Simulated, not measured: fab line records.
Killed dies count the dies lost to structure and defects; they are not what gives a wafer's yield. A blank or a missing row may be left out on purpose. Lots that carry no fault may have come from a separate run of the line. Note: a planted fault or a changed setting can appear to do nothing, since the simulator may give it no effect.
Which tool did it? | flow gf180mcu | Sampling: 13 lots, 39 wafers, 4 of 602 route steps

## WHAT EACH GAUGE READ, for each wafer
GF_CONTACT_THK_MEAS_01. Usual: CONTACT_CVD_00_THK 301 nm, standard deviation 3.2.
lot  | measured     | on            | CONTACT_CVD_00_THK (nm) | flag
L116 | day 15 07:38 | film-metro-01 | 299 302 296             |
L117 | day 15 14:58 | film-metro-03 | 301 301 300             |
L120 | day 16 19:25 | film-metro-04 | 302 303 298             |
L121 | day 17 06:58 | film-metro-04 | 295 297 305             |
L122 | day 17 16:46 | film-metro-04 | 298 301 301             |
L123 | day 18 04:17 | film-metro-01 | 304 303 304             |
L126 | day 19 05:32 | film-metro-01 | 299 296 299             |
L127 | day 19 16:32 | film-metro-03 | 304 304 301             |
L133 | day 21 17:50 | film-metro-01 | 303 304 301             |
L134 | day 21 21:32 | film-metro-01 | 299 301 306             |
L136 | day 22 14:28 | film-metro-01 | 302 297 305             |
L137 | day 22 22:11 | film-metro-03 | 304 301 298             |
L138 | day 23 06:07 | film-metro-03 | 304 303 304             |

GF_M1_CD_MEAS_14: target cd 230 nm. Usual: cd-nm 230.4 nm, standard deviation 1.2.
lot  | measured     | on        | cd-nm (nm)        | flag
L116 | day 17 05:22 | cd-sem-01 | 229.3 230.9 230.6 |
L117 | day 17 13:57 | cd-sem-01 | 228.5 229.3 229.4 |
L120 | day 18 20:12 | cd-sem-02 | 230.1 230.5 230.7 |
L121 | day 19 07:33 | cd-sem-01 | 229.5 229.7 230.2 |
L122 | day 19 17:21 | cd-sem-02 | 231.6 230.1 232.6 |
L123 | day 20 05:18 | cd-sem-01 | 230.1 229.1 229.1 |
L126 | day 21 07:12 | cd-sem-01 | 228.4 229.1 228.8 |
L127 | day 21 17:54 | cd-sem-01 | 230.0 231.2 230.4 |
L133 | day 23 18:10 | cd-sem-01 | 230.1 229.4 229.1 |
L134 | day 23 22:50 | cd-sem-01 | 229.3 229.8 230.5 |
L136 | day 24 13:16 | cd-sem-01 | 231.2 230.9 229.0 |
L137 | day 24 21:19 | cd-sem-01 | 229.9 230.9 231.4 |
L138 | day 25 05:09 | cd-sem-01 | 231.2 232.2 230.6 |

GF_V1_THK_MEAS_01. Usual: V1_CVD_00_THK 605 nm, standard deviation 5.6.
lot  | measured     | on            | V1_CVD_00_THK (nm) | flag
L116 | day 17 06:15 | film-metro-02 | 601 605 606        |
L117 | day 17 14:52 | film-metro-01 | 601 602 606        |
L120 | day 18 21:13 | film-metro-01 | 608 601 606        |
L121 | day 19 08:34 | film-metro-04 | 602 602 602        |
L122 | day 19 18:21 | film-metro-02 | 595 596 605        |
L123 | day 20 06:13 | film-metro-04 | 598 596 601        |
L126 | day 21 08:14 | film-metro-02 | 477 479 482        | OFF
L127 | day 21 18:58 | film-metro-02 | 485 486 491        | OFF
L133 | day 23 19:02 | film-metro-02 | 600 601 600        |
L134 | day 23 23:43 | film-metro-04 | 603 604 605        |
L136 | day 24 14:10 | film-metro-04 | 604 598 596        |
L137 | day 24 22:12 | film-metro-04 | 605 607 620        |
L138 | day 25 06:02 | film-metro-04 | 605 605 598        |

## EACH LOT AND THE TOOL THAT RAN IT (in order: tool; ch and the chambers of the sampled wafers; start)
lot  | GF_V1_CVD_00
L116 | hdpcvd-02 ch 0,1,2, day 17 06:10
L117 | hdpcvd-01 ch 1,2, day 17 14:48
L120 | hdpcvd-01 ch 1,2, day 18 21:09
L121 | hdpcvd-02 ch 0,1,2, day 19 08:29
L122 | hdpcvd-01 ch 0,1,2, day 19 18:17
L123 | hdpcvd-02 ch 0,1, day 20 06:09
L126 | hdpcvd-01 ch 1,2, day 21 08:10
L127 | hdpcvd-01 ch 0,1, day 21 18:53
L133 | hdpcvd-02 ch 0,1,2, day 23 18:58
L134 | hdpcvd-02 ch 0,1, day 23 23:38
L136 | hdpcvd-02 ch 0,1,2, day 24 14:05
L137 | hdpcvd-01 ch 0,1,2, day 24 22:07
L138 | hdpcvd-01 ch 1,2, day 25 05:58
- GF_V1_CVD_00: deposits SiO2, target thk 600 nm, time 100 s.

## WHAT THE TOOLS THEMSELVES READ (means of the sampled wafers that have a number; where no wafer has one, the mark that the record gives instead)
GF_V1_CVD_00. Usual: sih4-flow-sccm 59.99 sccm, standard deviation 0.18.
lot  | tool      | sih4-flow-sccm (sccm) | flag
L116 | hdpcvd-02 | 60.10                 |
L117 | hdpcvd-01 | 60.08                 |
L120 | hdpcvd-01 | 59.95                 |
L121 | hdpcvd-02 | 60.08                 |
L122 | hdpcvd-01 | 60.07                 |
L123 | hdpcvd-02 | 59.87                 |
L126 | hdpcvd-01 | 48.14                 | OFF
L127 | hdpcvd-01 | 47.85                 | OFF
L133 | hdpcvd-02 | 59.99                 |
L134 | hdpcvd-02 | 60.05                 |
L136 | hdpcvd-02 | 59.99                 |
L137 | hdpcvd-01 | 59.92                 |
L138 | hdpcvd-01 | 60.14                 |

## THE ANSWER, worked out from the rows above alone
Rule: take the mean of a lot's wafers that have a number; if it is more than 3 standard deviations from the usual mean, the lot is off. A lot without any number at a reading at which 4 lots or more have one is off too. Where the step has rows for the other lots, those lots are counted as sound. Order of review: gauges by route order, followed by the tools' own readings, for which a lot's mean as printed above is used. At the first step where some lot is off, the reading lying furthest off is the one used; lots without a number count as furthest.
Off: at GF_V1_THK_MEAS_01 (V1_CVD_00_THK), L126, L127.
If a tool, at a process step before that reading, ran all the lots that are off and no sound lot after the first of them, it fits. Not tried: the gauges at GF_V1_THK_MEAS_01; whatever is off there is also off at GF_V1_CVD_00, on other tools, and gauge error can't account for it. None of those tried fits.

## WHAT THE SIMULATOR PUT IN
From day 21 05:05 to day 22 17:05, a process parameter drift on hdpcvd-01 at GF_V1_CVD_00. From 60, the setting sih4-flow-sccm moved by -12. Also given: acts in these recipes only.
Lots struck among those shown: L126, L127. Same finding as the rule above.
